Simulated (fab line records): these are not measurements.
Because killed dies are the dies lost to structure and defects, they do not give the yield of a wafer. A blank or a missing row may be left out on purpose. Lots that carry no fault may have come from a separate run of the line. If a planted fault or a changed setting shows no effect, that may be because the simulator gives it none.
Which of the tools did it? ; flow sky130 ; 11 lots with 33 wafers sampled at 5 steps, on a route of 708 steps

WHAT THE GAUGES SHOWED, per wafer
SKY_LDD_LDN_TW_MEAS_13. Usual: for LDD_LDN_TW the level is 1499 and the standard deviation is 9.9.
lot;measured;on;LDD_LDN_TW;flag
L846;day 23 01:23;filmMetro-02;1499 1497 1497;
L848;day 23 22:44;filmMetro-01;1509 1507 1505;
L852;day 25 20:19;filmMetro-01;1512 1506 1509;
L853;day 25 21:05;filmMetro-01;1505 1498 1499;
L854;day 26 05:01;filmMetro-04;1494 1493 1491;
L856;day 26 19:36;filmMetro-01;1506 1507 1521;
L857;day 27 10:08;filmMetro-02;1502 1502 1507;
L861;day 28 23:50;filmMetro-01;1500 1509 1500;
L863;day 29 04:24;filmMetro-01;1509 1505 1512;
L865;day 29 15:01;filmMetro-01;1549 1549 1538;OFF
L869;day 30 20:20;filmMetro-02;1532 1532 1531;OFF

SKY_POLY_CUT_OVL_MEAS_09. Usual: for POLY_CUT_OVL the level is 0 nm and the standard deviation is 5.3.
lot;measured;on;POLY_CUT_OVL (nm);flag
L846;day 24 08:38;overlay-01;-3 -4 0;
L848;day 25 07:20;overlay-01;4 1 7;
L852;day 27 02:18;overlay-01;-5 -6 2;
L853;day 27 03:51;overlay-02;5 -1 2;
L854;day 27 11:35;overlay-02;3 -12 2;
L856;day 28 03:06;overlay-01;-6 9 3;
L857;day 28 16:17;overlay-01;1 5 5;
L861;day 30 06:11;overlay-02;7 -4 -1;
L863;day 30 09:47;overlay-02;-3 -11 4;
L865;day 30 20:35;overlay-02;-2 1 4;
L869;day 32 02:05;overlay-01;-4 0 -6;

WHAT TOOL EACH LOT RAN ON (gives the tool, then ch and the chambers of the sampled wafers, and finally the start)
lot;SKY_LDD_HVN_STRIP_09;SKY_LDD_LDN_IMPLANT_08;SKY_SPACER_ETCHBACK_02
L846;plasmaAsher-01 ch 0, day 20 11:08;implanter-04 ch 0, day 23 00:41;rieDiel-03 ch 0,1,3, day 23 02:47
L848;plasmaAsher-03 ch 0,1, day 21 09:08;implanter-03 ch 0, day 23 22:02;rieDiel-03 ch 1,3, day 24 01:22
L852;plasmaAsher-03 ch 0,1, day 23 08:49;implanter-04 ch 0, day 25 19:38;rieDiel-01 ch 1,2,3, day 25 21:40
L853;plasmaAsher-04 ch 0,1, day 23 09:55;implanter-01 ch 0, day 25 20:25;rieDiel-03 ch 0,1,2, day 25 22:52
L854;plasmaAsher-01 ch 0,1, day 23 17:13;implanter-04 ch 0, day 26 04:19;rieDiel-01 ch 1,2,3, day 26 06:23
L856;plasmaAsher-01 ch 0,1, day 24 08:22;implanter-04 ch 0, day 26 18:55;rieDiel-03 ch 0,3, day 26 21:44
L857;plasmaAsher-03 ch 0,1, day 24 22:52;implanter-03 ch 0, day 27 09:26;rieDiel-03 ch 0,3, day 27 11:31
L861;plasmaAsher-03 ch 0,1, day 26 13:44;implanter-01 ch 0, day 28 23:08;rieDiel-01 ch 1,3, day 29 01:35
L863;plasmaAsher-04 ch 0,1, day 26 18:32;implanter-03 ch 0, day 29 03:42;rieDiel-02 ch 1,3, day 29 05:47
L865;plasmaAsher-03 ch 0,1, day 27 04:25;implanter-01 ch 0, day 29 14:21;rieDiel-03 ch 2,3, day 29 16:23
L869;plasmaAsher-04 ch 0,1, day 28 10:38;implanter-01 ch 0, day 30 19:38;rieDiel-03 ch 2,3, day 30 22:08
- SKY_LDD_HVN_STRIP_09: strips in O2/N2.
- SKY_LDD_LDN_IMPLANT_08
- SKY_SPACER_ETCHBACK_02: etches Si3N4 in CH3F/O2, stops on SiO2, time 46.7 s, target depth 45 nm.

WHAT THE TOOLS THEMSELVES READ (means of the sampled wafers that have a number; where no wafer has one, the mark that the record gives instead)
SKY_LDD_HVN_STRIP_09. Usual: chamberPressureMTorr 1499.9 mTorr, standard deviation 1.4; drypumpMotorCurrentA 5.6 A, standard deviation 0.5; oesProductAu 0.408 a.u., standard deviation 0.0044; stripTimeToEndpointS 4.130 s, standard deviation 0.014.
lot;tool;chamberPressureMTorr (mTorr);drypumpMotorCurrentA (A);oesProductAu (a.u.);stripTimeToEndpointS (s);flag
L846;plasmaAsher-01;1499.3;4.9;0.412;4.126;
L848;plasmaAsher-03;1501.1;6.1;0.408;4.122;
L852;plasmaAsher-03;1500.6;6.2;0.406;4.130;
L853;plasmaAsher-04;1499.3;5.8;0.407;4.128;
L854;plasmaAsher-01;1499.8;5.1;0.412;4.147;
L856;plasmaAsher-01;1500.3;5.3;0.404;4.133;
L857;plasmaAsher-03;1499.0;6.3;0.408;4.149;
L861;plasmaAsher-03;1499.6;6.2;0.405;4.127;
L863;plasmaAsher-04;1499.6;5.8;0.411;4.129;
L865;plasmaAsher-03;1500.8;6.2;0.410;4.114;
L869;plasmaAsher-04;1499.3;5.9;0.408;4.149;

SKY_LDD_LDN_IMPLANT_08. Usual: beamEnergyKeV 15.000, standard deviation 0.0046; faradayCurrentUA 70.5, standard deviation 1.5.
lot;tool;beamEnergyKeV;faradayCurrentUA;flag
L846;implanter-04;14.997;71.3;
L848;implanter-03;14.995;69.0;
L852;implanter-04;14.996;70.7;
L853;implanter-01;15.000;70.2;
L854;implanter-04;15.000;70.3;
L856;implanter-04;15.008;71.1;
L857;implanter-03;15.000;71.8;
L861;implanter-01;14.996;69.7;
L863;implanter-03;14.997;70.8;
L865;implanter-01;20.178;70.6;OFF
L869;implanter-01;20.174;70.8;OFF

SKY_SPACER_ETCHBACK_02. Usual: O2_flow_sccm 29.99 sccm, standard deviation 0.088; biasW 80.01 W, standard deviation 0.22; ch3fFlowSccm 39.99 sccm, standard deviation 0.12; chamberPressureMTorr 25.001 mTorr, standard deviation 0.021; drypumpMotorCurrentA 5.97 A, standard deviation 0.15; oesProductAu 0.854 a.u., standard deviation 0.007; throttleValvePct 10.563 %, standard deviation 0.011.
lot;tool;O2_flow_sccm (sccm);biasW (W);ch3fFlowSccm (sccm);chamberPressureMTorr (mTorr);drypumpMotorCurrentA (A);oesProductAu (a.u.);throttleValvePct (%);flag
L846;rieDiel-03;29.96;79.97;40.06;24.985;5.91;0.855;10.568;
L848;rieDiel-03;30.02;79.95;40.07;24.986;5.93;0.861;10.569;
L852;rieDiel-01;29.99;80.22;40.07;25.007;5.96;0.859;10.567;
L853;rieDiel-03;29.93;80.22;40.06;24.984;5.92;0.848;10.572;
L854;rieDiel-01;30.00;80.12;40.01;25.006;5.97;0.851;10.567;
L856;rieDiel-03;29.95;80.03;40.02;24.996;5.88;0.850;10.560;
L857;rieDiel-03;30.10;79.82;40.08;24.993;5.89;0.843;10.563;
L861;rieDiel-01;30.07;80.20;39.95;24.996;6.07;0.846;10.552;
L863;rieDiel-02;30.05;80.02;40.00;24.999;5.93;0.852;10.574;
L865;rieDiel-03;29.95;80.00;40.04;24.994;5.99;0.852;10.561;
L869;rieDiel-03;29.96;79.99;39.88;25.010;6.00;0.853;10.558;

THE ANSWER, worked out from the rows above alone
Rule: take the mean of a lot's wafers that have a number; if it is more than 3 standard deviations from the usual mean, the lot is off. Also off: a lot with no number at a reading for which 4 or more lots have one. All remaining lots with rows at the step are treated as sound. After the gauges, taken in route order, come the tools' own readings; for these a lot's mean is taken, as printed above. The first step at which some lot is off is used, and at that step the reading that is off furthest; a lot without a number counts as furthest.
Off: L865, L869, at SKY_LDD_LDN_TW_MEAS_13 (LDD_LDN_TW).
A tool fits if, at a process step before that reading, it ran every lot that is off, and no sound lot after the first of them. Not tried: the gauges at SKY_LDD_LDN_TW_MEAS_13; whatever is off there is also off at SKY_LDD_LDN_IMPLANT_08, on other tools, and gauge error can't account for it. One fits: implanter-01 at SKY_LDD_LDN_IMPLANT_08. Its last sound lot is L861 (day 28 23:08), its first lot that is off L865 (day 29 14:21): a fault that began between those two fits.
On the lots that are off, the tool's own readings at SKY_LDD_LDN_IMPLANT_08 differ by more than 5 times the standard deviation of the sound lots' means, which bears it out; beamEnergyKeV reads 20.176 there versus 14.999 on the sound lots.

WHAT THE SIMULATOR HAD INSERTED
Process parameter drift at SKY_LDD_LDN_IMPLANT_08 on implanter-01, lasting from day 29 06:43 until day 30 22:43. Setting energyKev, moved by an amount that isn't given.
Shown lots that were struck: L865, L869. This agrees with what the rule above found.
